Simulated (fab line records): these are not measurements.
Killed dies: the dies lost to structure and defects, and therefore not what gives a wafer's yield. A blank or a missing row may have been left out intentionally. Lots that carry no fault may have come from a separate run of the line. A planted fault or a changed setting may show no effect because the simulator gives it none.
Lot-split experiment :: flow sfq line :: route with 325 steps; 4 lots, 12 wafers read

## SPLIT DETAILS
At SFQ_TRILAYER_M2_LITHO_COAT_062 (resist thk 62 nm), the setting resist thk nm was moved away from the recipe's 62 nm on 3 of the 12 wafers read, by -1.6% to +2.7%. This setting was run at the recipe's value on the other wafers.

## FROM THE SPLIT TO THE READING: what the file shows between them, 2 steps
- SFQ_TRILAYER_M2_LITHO_PEB_060: peb time 60 s (also split here: peb time s)
- SFQ_TRILAYER_M2_LITHO_DEVELOP_059: time 60 s

## THE READING
etch.depth nm (the simulator's own value, which no gauge read), in nm, at SFQ_TRILAYER_M2_BARC_OPEN_METAL_ETCH_077 (etches BARC in O2, target depth 125 nm, time 41.7 s). No usual value for it is given in the file. The 9 wafers here that ran the recipe average 61.92 nm, standard deviation 0.24 nm.

wafer: L074.1
tool, chamber at the split: litho track-01, 0
resist thk nm as run, nm: 62
against the recipe: recipe
etch.depth nm, nm: 62.12
against lot-mates on the recipe: -

wafer: L074.2
tool, chamber at the split: litho track-01, 0
resist thk nm as run, nm: 62
against the recipe: recipe
etch.depth nm, nm: 62.29
against lot-mates on the recipe: -

wafer: L074.3
tool, chamber at the split: litho track-01, 0
resist thk nm as run, nm: 61.02
against the recipe: -1.6%
etch.depth nm, nm: 61.21
against lot-mates on the recipe: -1.02

wafer: L074.5
tool, chamber at the split: litho track-01, 0
resist thk nm as run, nm: 62
against the recipe: recipe
etch.depth nm, nm: 62.27
against lot-mates on the recipe: -

wafer: L074.6
tool, chamber at the split: litho track-01, 0
resist thk nm as run, nm: 61.02
against the recipe: -1.6%
etch.depth nm, nm: 61.2
against lot-mates on the recipe: -1.03

wafer: L077.4
tool, chamber at the split: litho track-02, 0
resist thk nm as run, nm: 62
against the recipe: recipe
etch.depth nm, nm: 61.71
against lot-mates on the recipe: -

wafer: L081.1
tool, chamber at the split: litho track-02, 0
resist thk nm as run, nm: 62
against the recipe: recipe
etch.depth nm, nm: 61.73
against lot-mates on the recipe: -

wafer: L081.2
tool, chamber at the split: litho track-02, 0
resist thk nm as run, nm: 63.7
against the recipe: +2.7%
etch.depth nm, nm: 63.48
against lot-mates on the recipe: +1.80

wafer: L081.4
tool, chamber at the split: litho track-02, 0
resist thk nm as run, nm: 62
against the recipe: recipe
etch.depth nm, nm: 61.62
against lot-mates on the recipe: -

wafer: L082.2
tool, chamber at the split: litho track-01, 0
resist thk nm as run, nm: 62
against the recipe: recipe
etch.depth nm, nm: 61.91
against lot-mates on the recipe: -

wafer: L082.3
tool, chamber at the split: litho track-01, 0
resist thk nm as run, nm: 62
against the recipe: recipe
etch.depth nm, nm: 61.89
against lot-mates on the recipe: -

wafer: L082.4
tool, chamber at the split: litho track-01, 0
resist thk nm as run, nm: 62
against the recipe: recipe
etch.depth nm, nm: 61.75
against lot-mates on the recipe: -

THE FIT
A straight line over all 12 wafers: etch.depth nm changes by +0.523 nm for each +1% of resist thk nm; r = +0.93; the points scatter about the line by 0.23 nm.
The same after taking each lot's own level away (the mean of its wafers on the recipe; 12 wafers): +0.654 nm for each +1%; r = +1.00; scatter 0.062 nm.
That fit puts the effect of the largest move of resist thk nm on the reading at 1.8 nm.
Measured against the standard deviation above, the lots' own levels, which go from 61.675 to 62.227 nm, span 2.3 times it.
Hence the slope depends on the lot-to-lot level, as the two fits are not the same.
Check: +1.77 nm against its lot-mates is what the line predicts for one of the wafers moved furthest among these (+2.7%) when that wafer is left out of the fit. It came out at +1.8 nm against them.

## FURTHER SPLITS ON THESE WAFERS
These wafers also went through other splits before the reading. Each is held against what the fit with the lots' levels taken away leaves over:
other split on the same wafers: SFQ_TRILAYER_I1_VIA_BARC_OPEN_VIA_ETCH_071 source w
wafers away from the commonest value: 5
r with etch.depth nm (lot level and that fit taken away): +0.10

other split on the same wafers: SFQ_TRILAYER_M2_LITHO_PEB_060 peb time s
wafers away from the commonest value: 2
r with etch.depth nm (lot level and that fit taken away): -0.19

## THE WHOLE CHAIN: every reading that the file lists as answering this split, in the file's order
step: SFQ_TRILAYER_M2_LITHO_COAT_062
what it does: resist thk 62 nm
reading: BARC_of_TRILAYER_M2_LITHO_COAT_062.thk nm (the simulator's own value, which no gauge read)
change (the file's fit): +0.634 nm for each +1% of the setting
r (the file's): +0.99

step: SFQ_TRILAYER_M2_BARC_OPEN_METAL_ETCH_077
what it does: etches BARC in O2, target depth 125 nm, time 41.7 s
reading: etch.depth nm (the simulator's own value, which no gauge read)
change (the file's fit): +0.654 nm for each +1% of the setting
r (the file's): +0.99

## THE FILE'S OWN FIT
etch.depth nm changes by +0.654 nm for each +1% of resist thk nm, r = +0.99.
